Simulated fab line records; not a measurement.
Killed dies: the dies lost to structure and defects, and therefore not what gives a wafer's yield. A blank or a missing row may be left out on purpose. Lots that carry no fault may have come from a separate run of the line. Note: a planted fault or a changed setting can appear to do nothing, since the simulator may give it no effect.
Chamber matching | flow sfq line | pecvd-04 running SFQ_TRILAYER_A5B_DEP_PECVD_129: 3 sister chambers
The step deposits SiO2 from SiH4/N2O, time 133.33 s, target thk 600 nm. 6 wafers are shown with their chamber, then 8 later ones without.

== WAFERS WITH THEIR CHAMBER ==
wafer  | chamber | heater power outer w (W) | heater power w (W)
L551.3 | 0       | 37                       | 87
L551.4 | 0       | 39                       | 91
L561.2 | 1       | 36                       | 95
L561.4 | 1       | 37                       | 98
L561.6 | 2       | 23                       | 72
L562.2 | 2       | 25                       | 75

== WAFERS MISSING THEIR CHAMBER ==
wafer  | heater power outer w (W) | heater power w (W)
L562.3 | 28                       | 77
L562.4 | 14                       | 62
L563.3 | 32                       | 89
L563.4 | 39                       | 90
L563.6 | 35                       | 94
L564.1 | 37                       | 96
L564.3 | 33                       | 86
L564.6 | 40                       | 99

== CHAMBER TAKEN BY EACH ==
wafer  | from the rows above     | in truth
L562.3 | 2                       | 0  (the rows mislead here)
L562.4 | 2                       | 2
L563.3 | can't be placed: 1 or 0 | 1
L563.4 | 0                       | 0
L563.6 | can't be placed: 1 or 0 | 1
L564.1 | 1                       | 1
L564.3 | can't be placed: 0 or 1 | 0
L564.6 | can't be placed: 1 or 0 | 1
Correctly placed: 3 of 8. Cannot be placed on the basis of these rows: 4; the candidates contain the true chamber in 4. Number placed wrongly: 1.
How it was worked out, from the rows above alone: a wafer's distance from a chamber is the root of the sum, over the readings, of the square of ((its reading less the chamber's mean) divided by the reading's scatter). The wafer belongs to the nearest chamber; if the next one is less than 2 further off, it can't be placed. For every chamber, the mean is computed from those of its wafers that are shown. How the scatter is found: for the shown wafers, subtract from each reading the mean of its chamber, square and add these, divide the total by (wafers less chambers), then take the root.
